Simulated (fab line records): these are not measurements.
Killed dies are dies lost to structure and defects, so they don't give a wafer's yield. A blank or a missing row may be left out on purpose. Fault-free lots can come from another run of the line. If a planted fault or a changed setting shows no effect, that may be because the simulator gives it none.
Which tool is to blame? :: flow gf180mcu :: 45 wafers from 15 lots sampled at 4 of the route's 602 steps

## WHAT THE GAUGES READ, wafer by wafer
GF_VT_IMPLANT_OVL_MEAS_07. Usual: VT_IMPLANT_OVL typically reads 0.0 nm, with standard deviation 1.6.
lot: L417
measured: day 6 08:11
on: overlay-01
VT_IMPLANT_OVL (nm): -1.7 -2.1 -0.9
flag: 

lot: L419
measured: day 6 20:31
on: overlay-01
VT_IMPLANT_OVL (nm): 0.1 -0.5 -1.2
flag: 

lot: L420
measured: day 7 01:46
on: overlay-01
VT_IMPLANT_OVL (nm): -1.7 0.5 0.1
flag: 

lot: L421
measured: day 7 08:19
on: overlay-02
VT_IMPLANT_OVL (nm): 1.2 1.2 1.1
flag: 

lot: L422
measured: day 7 13:49
on: overlay-01
VT_IMPLANT_OVL (nm): 0.8 -1.1 -0.1
flag: 

lot: L423
measured: day 7 21:35
on: overlay-01
VT_IMPLANT_OVL (nm): -0.1 0.3 0.8
flag: 

lot: L424
measured: day 8 02:47
on: overlay-02
VT_IMPLANT_OVL (nm): 0.0 -0.6 0.1
flag: 

lot: L425
measured: day 8 10:56
on: overlay-01
VT_IMPLANT_OVL (nm): -1.9 -1.1 -3.1
flag: 

lot: L426
measured: day 8 15:25
on: overlay-01
VT_IMPLANT_OVL (nm): 3.4 3.6 2.3
flag: 

lot: L427
measured: day 8 20:32
on: overlay-01
VT_IMPLANT_OVL (nm): 1.7 3.2 3.6
flag: 

lot: L428
measured: day 9 05:34
on: overlay-02
VT_IMPLANT_OVL (nm): -0.6 1.8 0.0
flag: 

lot: L434
measured: day 10 18:32
on: overlay-01
VT_IMPLANT_OVL (nm): -0.7 0.0 -2.1
flag: 

lot: L435
measured: day 10 22:46
on: overlay-01
VT_IMPLANT_OVL (nm): -0.1 -1.1 1.6
flag: 

lot: L436
measured: day 11 05:57
on: overlay-02
VT_IMPLANT_OVL (nm): 0.8 -1.3 1.8
flag: 

lot: L437
measured: day 11 12:00
on: overlay-01
VT_IMPLANT_OVL (nm): 1.7 1.0 0.4
flag: 

GF_VT_IMPLANT_OVL_MEAS_29. Usual: VT_IMPLANT_02_OVL typically reads 0.2 nm, with standard deviation 1.3.
lot: L417
measured: day 7 13:59
on: overlay-02
VT_IMPLANT_02_OVL (nm): 0.8 1.3 -0.2
flag: 

lot: L419
measured: day 8 04:46
on: overlay-01
VT_IMPLANT_02_OVL (nm): -0.7 -0.3 0.2
flag: 

lot: L420
measured: day 8 09:41
on: overlay-02
VT_IMPLANT_02_OVL (nm): -0.2 0.2 -1.3
flag: 

lot: L421
measured: day 8 16:17
on: overlay-02
VT_IMPLANT_02_OVL (nm): 1.7 1.9 2.8
flag: 

lot: L422
measured: day 8 22:46
on: overlay-01
VT_IMPLANT_02_OVL (nm): 0.8 -2.3 2.4
flag: 

lot: L423
measured: day 9 07:40
on: overlay-01
VT_IMPLANT_02_OVL (nm): -1.9 0.0 -0.8
flag: 

lot: L424
measured: day 9 12:10
on: overlay-01
VT_IMPLANT_02_OVL (nm): 0.1 0.6 -1.4
flag: 

lot: L425
measured: day 9 19:25
on: overlay-02
VT_IMPLANT_02_OVL (nm): 1.8 1.2 0.8
flag: 

lot: L426
measured: day 10 01:55
on: overlay-01
VT_IMPLANT_02_OVL (nm): -2.2 0.2 0.7
flag: 

lot: L427
measured: day 10 06:16
on: overlay-01
VT_IMPLANT_02_OVL (nm): -0.2 -0.1 -1.9
flag: 

lot: L428
measured: day 10 17:19
on: overlay-01
VT_IMPLANT_02_OVL (nm): 0.2 -0.2 2.5
flag: 

lot: L434
measured: day 12 08:19
on: overlay-02
VT_IMPLANT_02_OVL (nm): 0.1 -0.8 1.5
flag: 

lot: L435
measured: day 12 12:38
on: overlay-01
VT_IMPLANT_02_OVL (nm): 1.2 0.5 0.4
flag: 

lot: L436
measured: day 12 20:35
on: overlay-01
VT_IMPLANT_02_OVL (nm): 2.3 2.5 0.7
flag: 

lot: L437
measured: day 13 02:13
on: overlay-02
VT_IMPLANT_02_OVL (nm): 0.8 0.5 1.4
flag: 

## WHAT TOOL EACH LOT RAN ON (gives the tool, then ch and the chambers of the sampled wafers, and finally the start)
lot: L417
GF_DNWELL_STRIP_08: plasmaAsher-02 ch 0,1, day 3 09:53
GF_MVPSD_PEB_05: lithoTrack-03 ch 0, day 5 17:00

lot: L419
GF_DNWELL_STRIP_08: plasmaAsher-02 ch 0,1, day 3 21:22
GF_MVPSD_PEB_05: lithoTrack-03 ch 0, day 6 05:00

lot: L420
GF_DNWELL_STRIP_08: plasmaAsher-01 ch 0,1, day 4 01:27
GF_MVPSD_PEB_05: lithoTrack-04 ch 0, day 6 09:00

lot: L421
GF_DNWELL_STRIP_08: plasmaAsher-01 ch 0,1, day 4 07:04
GF_MVPSD_PEB_05: lithoTrack-02 ch 0, day 6 16:00

lot: L422
GF_DNWELL_STRIP_08: plasmaAsher-04 ch 0,1, day 4 12:49
GF_MVPSD_PEB_05: lithoTrack-03 ch 0, day 6 21:00

lot: L423
GF_DNWELL_STRIP_08: plasmaAsher-01 ch 0,1, day 4 18:58
GF_MVPSD_PEB_05: lithoTrack-04 ch 0, day 7 04:00

lot: L424
GF_DNWELL_STRIP_08: plasmaAsher-02 ch 0,1, day 4 22:09
GF_MVPSD_PEB_05: lithoTrack-02 ch 0, day 7 09:00

lot: L425
GF_DNWELL_STRIP_08: plasmaAsher-04 ch 0,1, day 5 05:47
GF_MVPSD_PEB_05: lithoTrack-03 ch 0, day 7 17:00

lot: L426
GF_DNWELL_STRIP_08: plasmaAsher-02 ch 0,1, day 5 09:46
GF_MVPSD_PEB_05: lithoTrack-02 ch 0, day 7 22:00

lot: L427
GF_DNWELL_STRIP_08: plasmaAsher-01 ch 0,1, day 5 14:24
GF_MVPSD_PEB_05: lithoTrack-02 ch 0, day 8 02:00

lot: L428
GF_DNWELL_STRIP_08: plasmaAsher-01 ch 0, day 5 21:01
GF_MVPSD_PEB_05: lithoTrack-02 ch 0, day 8 12:00

lot: L434
GF_DNWELL_STRIP_08: plasmaAsher-04 ch 0,1, day 7 05:05
GF_MVPSD_PEB_05: lithoTrack-03, day 9 23:00

lot: L435
GF_DNWELL_STRIP_08: plasmaAsher-04 ch 1, day 7 10:06
GF_MVPSD_PEB_05: lithoTrack-03, day 10 04:00

lot: L436
GF_DNWELL_STRIP_08: plasmaAsher-01 ch 0,1, day 7 15:16
GF_MVPSD_PEB_05: lithoTrack-02, day 10 11:00

lot: L437
GF_DNWELL_STRIP_08: plasmaAsher-02 ch 0, day 7 19:49
GF_MVPSD_PEB_05: lithoTrack-02 ch 0, day 10 16:00
- GF_DNWELL_STRIP_08: strips in O2/N2.
- GF_MVPSD_PEB_05

## AS READ BY THE TOOLS THEMSELVES (means over the sampled wafers that have a number; for cases with no such wafer, the mark the record gives instead)
GF_DNWELL_STRIP_08. Usual: drypumpMotorCurrentA 5.93 A, standard deviation 0.27; heaterPowerW 329 W, standard deviation 48; oesProductAu 0.723 a.u., standard deviation 0.0044; platenTempC 249.99 C, standard deviation 0.2; stripTimeToEndpointS 36.98 s, standard deviation 0.089.
lot: L417
tool: plasmaAsher-02
drypumpMotorCurrentA (A): 5.82
heaterPowerW (W): 348
oesProductAu (a.u.): 0.719
platenTempC (C): 249.86
stripTimeToEndpointS (s): 37.08
flag: 

lot: L419
tool: plasmaAsher-02
drypumpMotorCurrentA (A): 5.57
heaterPowerW (W): 350
oesProductAu (a.u.): 0.726
platenTempC (C): 250.12
stripTimeToEndpointS (s): 37.06
flag: 

lot: L420
tool: plasmaAsher-01
drypumpMotorCurrentA (A): 6.10
heaterPowerW (W): 292
oesProductAu (a.u.): 0.723
platenTempC (C): 250.33
stripTimeToEndpointS (s): 36.90
flag: 

lot: L421
tool: plasmaAsher-01
drypumpMotorCurrentA (A): 6.11
heaterPowerW (W): 319
oesProductAu (a.u.): 0.722
platenTempC (C): 249.90
stripTimeToEndpointS (s): 36.97
flag: 

lot: L422
tool: plasmaAsher-04
drypumpMotorCurrentA (A): 5.89
heaterPowerW (W): 325
oesProductAu (a.u.): 0.722
platenTempC (C): 249.96
stripTimeToEndpointS (s): 36.95
flag: 

lot: L423
tool: plasmaAsher-01
drypumpMotorCurrentA (A): 6.09
heaterPowerW (W): 295
oesProductAu (a.u.): 0.726
platenTempC (C): 249.88
stripTimeToEndpointS (s): 37.01
flag: 

lot: L424
tool: plasmaAsher-02
drypumpMotorCurrentA (A): 5.57
heaterPowerW (W): 351
oesProductAu (a.u.): 0.725
platenTempC (C): 249.90
stripTimeToEndpointS (s): 36.96
flag: 

lot: L425
tool: plasmaAsher-04
drypumpMotorCurrentA (A): 5.88
heaterPowerW (W): 328
oesProductAu (a.u.): 0.717
platenTempC (C): 249.87
stripTimeToEndpointS (s): 36.93
flag: 

lot: L426
tool: plasmaAsher-02
drypumpMotorCurrentA (A): 5.83
heaterPowerW (W): 342
oesProductAu (a.u.): 0.721
platenTempC (C): 250.04
stripTimeToEndpointS (s): 37.04
flag: 

lot: L427
tool: plasmaAsher-01
drypumpMotorCurrentA (A): 6.10
heaterPowerW (W): 297
oesProductAu (a.u.): 0.721
platenTempC (C): 249.88
stripTimeToEndpointS (s): 36.91
flag: 

lot: L428
tool: plasmaAsher-01
drypumpMotorCurrentA (A): 6.11
heaterPowerW (W): 336
oesProductAu (a.u.): 0.719
platenTempC (C): 250.11
stripTimeToEndpointS (s): 36.79
flag: 

lot: L434
tool: plasmaAsher-04
drypumpMotorCurrentA (A): 5.87
heaterPowerW (W): 329
oesProductAu (a.u.): 0.727
platenTempC (C): 250.01
stripTimeToEndpointS (s): 36.97
flag: 

lot: L435
tool: plasmaAsher-04
drypumpMotorCurrentA (A): 5.93
heaterPowerW (W): 287
oesProductAu (a.u.): 0.726
platenTempC (C): 249.92
stripTimeToEndpointS (s): 37.10
flag: 

lot: L436
tool: plasmaAsher-01
drypumpMotorCurrentA (A): 6.11
heaterPowerW (W): 315
oesProductAu (a.u.): 0.728
platenTempC (C): 249.90
stripTimeToEndpointS (s): 36.95
flag: 

lot: L437
tool: plasmaAsher-02
drypumpMotorCurrentA (A): 6.11
heaterPowerW (W): 330
oesProductAu (a.u.): 0.721
platenTempC (C): 250.30
stripTimeToEndpointS (s): 36.96
flag: 

GF_MVPSD_PEB_05. Usual: chillPlateTempC 23.01 C, standard deviation 0.1; exhaustPa 44.8 Pa, standard deviation 0.91.
lot: L417
tool: lithoTrack-03
chillPlateTempC (C): 22.95
exhaustPa (Pa): 44.4
flag: 

lot: L419
tool: lithoTrack-03
chillPlateTempC (C): 23.01
exhaustPa (Pa): 44.9
flag: 

lot: L420
tool: lithoTrack-04
chillPlateTempC (C): 23.05
exhaustPa (Pa): 45.0
flag: 

lot: L421
tool: lithoTrack-02
chillPlateTempC (C): 22.94
exhaustPa (Pa): 45.2
flag: 

lot: L422
tool: lithoTrack-03
chillPlateTempC (C): 22.99
exhaustPa (Pa): 44.4
flag: 

lot: L423
tool: lithoTrack-04
chillPlateTempC (C): 22.90
exhaustPa (Pa): 44.9
flag: 

lot: L424
tool: lithoTrack-02
chillPlateTempC (C): 23.06
exhaustPa (Pa): 44.4
flag: 

lot: L425
tool: lithoTrack-03
chillPlateTempC (C): 23.04
exhaustPa (Pa): 45.1
flag: 

lot: L426
tool: lithoTrack-02
chillPlateTempC (C): 22.99
exhaustPa (Pa): 44.5
flag: 

lot: L427
tool: lithoTrack-02
chillPlateTempC (C): 23.10
exhaustPa (Pa): 44.4
flag: 

lot: L428
tool: lithoTrack-02
chillPlateTempC (C): 23.09
exhaustPa (Pa): 44.1
flag: 

lot: L434
tool: lithoTrack-03
chillPlateTempC (C): -
exhaustPa (Pa): -
flag: OFF

lot: L435
tool: lithoTrack-03
chillPlateTempC (C): -
exhaustPa (Pa): -
flag: OFF

lot: L436
tool: lithoTrack-02
chillPlateTempC (C): -
exhaustPa (Pa): -
flag: OFF

lot: L437
tool: lithoTrack-02
chillPlateTempC (C): 23.11
exhaustPa (Pa): 46.8
flag: 

## THE ANSWER, worked out from the rows above alone
Rule: take the mean of a lot's wafers that have a number; if it is more than 3 standard deviations from the usual mean, the lot is off. A lot without any number at a reading at which 4 lots or more have one is off too. Any other lot the step has rows for is counted as sound. The gauges are gone through in route order, then the tools' own readings, and for those a lot's mean is taken as printed above. At the first step where some lot is off, the reading lying furthest off is the one used; lots without a number count as furthest.
Off at GF_MVPSD_PEB_05 (chillPlateTempC): L434, L435, L436. Without a number there: L434, L435, L436.
If a tool, at that step or one of the process steps before it, ran each lot that is off and ran no sound lot following the first of them, it fits. Not one of the candidates tried fits.

## WHAT HAD BEEN PUT IN BY THE SIMULATOR
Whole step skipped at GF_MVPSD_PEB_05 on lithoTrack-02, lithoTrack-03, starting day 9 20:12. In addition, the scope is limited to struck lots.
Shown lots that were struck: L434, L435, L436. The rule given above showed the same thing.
